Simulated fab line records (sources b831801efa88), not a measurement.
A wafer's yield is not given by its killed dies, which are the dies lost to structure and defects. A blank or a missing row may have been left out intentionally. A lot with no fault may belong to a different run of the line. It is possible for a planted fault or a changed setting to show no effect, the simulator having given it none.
Split-lot trial / flow gf180mcu / 23 wafers read from 5 lots, route of 602 steps

== ON THE SPLIT ==
At GF_CONTACT_CMP_04 (polishes SiO2), the setting leave above ref nm was moved away from the recipe's 560 nm on 5 of the 23 wafers read, by -7.4% to +7.1%. All remaining wafers had this setting at the recipe value.

Reading taken at the split's own step.

== THE READING ==
SiO2_of_CONTACT_CVD_02.thk nm (the simulator's own value, which no gauge read), in nm, at GF_CONTACT_CMP_04 (polishes SiO2). The file does not state a usual value for it. Across the 18 wafers here that went through the recipe, the average is 559.6 nm and the standard deviation 0.8 nm.

wafer=L074.3; tool, chamber at the split=cmp-02, 0; leave above ref nm as run, nm=560; against the recipe=recipe; SiO2_of_CONTACT_CVD_02.thk nm, nm=558.4; against lot-mates on the recipe=-
wafer=L074.2; tool, chamber at the split=cmp-02, 1; leave above ref nm as run, nm=560; against the recipe=recipe; SiO2_of_CONTACT_CVD_02.thk nm, nm=559.6; against lot-mates on the recipe=-
wafer=L074.1; tool, chamber at the split=cmp-02, 2; leave above ref nm as run, nm=560; against the recipe=recipe; SiO2_of_CONTACT_CVD_02.thk nm, nm=560.2; against lot-mates on the recipe=-
wafer=L074.6; tool, chamber at the split=cmp-02, 0; leave above ref nm as run, nm=560; against the recipe=recipe; SiO2_of_CONTACT_CVD_02.thk nm, nm=557.7; against lot-mates on the recipe=-
wafer=L074.5; tool, chamber at the split=cmp-02, 1; leave above ref nm as run, nm=560; against the recipe=recipe; SiO2_of_CONTACT_CVD_02.thk nm, nm=560.1; against lot-mates on the recipe=-
wafer=L077.3; tool, chamber at the split=cmp-02, 3; leave above ref nm as run, nm=560; against the recipe=recipe; SiO2_of_CONTACT_CVD_02.thk nm, nm=559; against lot-mates on the recipe=-
wafer=L077.2; tool, chamber at the split=cmp-02, 1; leave above ref nm as run, nm=560; against the recipe=recipe; SiO2_of_CONTACT_CVD_02.thk nm, nm=559.8; against lot-mates on the recipe=-
wafer=L077.4; tool, chamber at the split=cmp-02, 2; leave above ref nm as run, nm=560; against the recipe=recipe; SiO2_of_CONTACT_CVD_02.thk nm, nm=560.1; against lot-mates on the recipe=-
wafer=L077.6; tool, chamber at the split=cmp-02, 3; leave above ref nm as run, nm=560; against the recipe=recipe; SiO2_of_CONTACT_CVD_02.thk nm, nm=560.6; against lot-mates on the recipe=-
wafer=L077.5; tool, chamber at the split=cmp-02, 0; leave above ref nm as run, nm=560; against the recipe=recipe; SiO2_of_CONTACT_CVD_02.thk nm, nm=559.9; against lot-mates on the recipe=-
wafer=L079.4; tool, chamber at the split=cmp-02, 2; leave above ref nm as run, nm=560; against the recipe=recipe; SiO2_of_CONTACT_CVD_02.thk nm, nm=559.8; against lot-mates on the recipe=-
wafer=L079.1; tool, chamber at the split=cmp-02, 3; leave above ref nm as run, nm=560; against the recipe=recipe; SiO2_of_CONTACT_CVD_02.thk nm, nm=558.9; against lot-mates on the recipe=-
wafer=L079.3; tool, chamber at the split=cmp-02, 0; leave above ref nm as run, nm=518.6; against the recipe=-7.4%; SiO2_of_CONTACT_CVD_02.thk nm, nm=518.2; against lot-mates on the recipe=-41.1
wafer=L079.2; tool, chamber at the split=cmp-02, 1; leave above ref nm as run, nm=518.6; against the recipe=-7.4%; SiO2_of_CONTACT_CVD_02.thk nm, nm=518.4; against lot-mates on the recipe=-40.9
wafer=L079.5; tool, chamber at the split=cmp-02, 2; leave above ref nm as run, nm=518.6; against the recipe=-7.4%; SiO2_of_CONTACT_CVD_02.thk nm, nm=518.3; against lot-mates on the recipe=-41.0
wafer=L080.3; tool, chamber at the split=cmp-02, 3; leave above ref nm as run, nm=599.9; against the recipe=+7.1%; SiO2_of_CONTACT_CVD_02.thk nm, nm=599.9; against lot-mates on the recipe=+40.4
wafer=L080.4; tool, chamber at the split=cmp-02, 0; leave above ref nm as run, nm=560; against the recipe=recipe; SiO2_of_CONTACT_CVD_02.thk nm, nm=559.8; against lot-mates on the recipe=-
wafer=L080.2; tool, chamber at the split=cmp-02, 1; leave above ref nm as run, nm=560; against the recipe=recipe; SiO2_of_CONTACT_CVD_02.thk nm, nm=558.6; against lot-mates on the recipe=-
wafer=L080.1; tool, chamber at the split=cmp-02, 2; leave above ref nm as run, nm=560; against the recipe=recipe; SiO2_of_CONTACT_CVD_02.thk nm, nm=560; against lot-mates on the recipe=-
wafer=L080.6; tool, chamber at the split=cmp-02, 3; leave above ref nm as run, nm=599.9; against the recipe=+7.1%; SiO2_of_CONTACT_CVD_02.thk nm, nm=598.7; against lot-mates on the recipe=+39.2
wafer=L082.1; tool, chamber at the split=cmp-01, 3; leave above ref nm as run, nm=560; against the recipe=recipe; SiO2_of_CONTACT_CVD_02.thk nm, nm=560.4; against lot-mates on the recipe=-
wafer=L082.3; tool, chamber at the split=cmp-01, 0; leave above ref nm as run, nm=560; against the recipe=recipe; SiO2_of_CONTACT_CVD_02.thk nm, nm=559.6; against lot-mates on the recipe=-
wafer=L082.5; tool, chamber at the split=cmp-01, 0; leave above ref nm as run, nm=560; against the recipe=recipe; SiO2_of_CONTACT_CVD_02.thk nm, nm=560.9; against lot-mates on the recipe=-

FIT RESULTS
A straight line over all 23 wafers: SiO2_of_CONTACT_CVD_02.thk nm changes by +5.58 nm for each +1% of leave above ref nm; r = +1.00; the points scatter about the line by 0.76 nm.
The same after taking each lot's own level away (the mean of its wafers on the recipe; 23 wafers): +5.57 nm for each +1%; r = +1.00; scatter 0.67 nm.
Per that fit: largest leave above ref nm move, reading shift of 41 nm.
From 559.20 to 560.30 nm: that is the span of the lots' own levels, equal to 1.4 times the standard deviation above.
Hence the lot-to-lot level has little effect on the slope; both slopes agree.
Check: for one of the wafers moved furthest among these (-7.4%), held out of the fit, the line's prediction against its lot-mates is -41.1 nm. Against them it came out at -41.1 nm.

== FURTHER SPLITS ON THESE WAFERS ==
Before the reading, these wafers also passed through other splits. Each is held against what the fit with the lots' levels taken away leaves over:
other split on the same wafers=GF_CONTACT_CVD_00 sih4 flow sccm; wafers away from the commonest value=12; r with SiO2_of_CONTACT_CVD_02.thk nm (lot level and that fit taken away)=-0.18

== THE WHOLE CHAIN: every reading that the file lists as answering this split, in the file's order ==
step=GF_CONTACT_CMP_04; what it does=polishes SiO2; reading=SiO2_of_CONTACT_CVD_02.thk nm (the simulator's own value, which no gauge read); change (the file's fit)=+5.57 nm for each +1% of the setting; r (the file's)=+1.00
step=GF_CONTACT_ETCH_17; what it does=etches SiO2 in C4F8/O2/Ar, stops on CoSi2, target depth 860 nm; reading=CONTACT.feature depth nm (the simulator's own value, which no gauge read); change (the file's fit)=+5.66 nm for each +1% of the setting, in a fit together with sih4 flow sccm@CONTACT_CVD_00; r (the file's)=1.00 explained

== FILE'S OWN FIT ==
SiO2_of_CONTACT_CVD_02.thk nm changes by +5.57 nm for each +1% of leave above ref nm, r = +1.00.
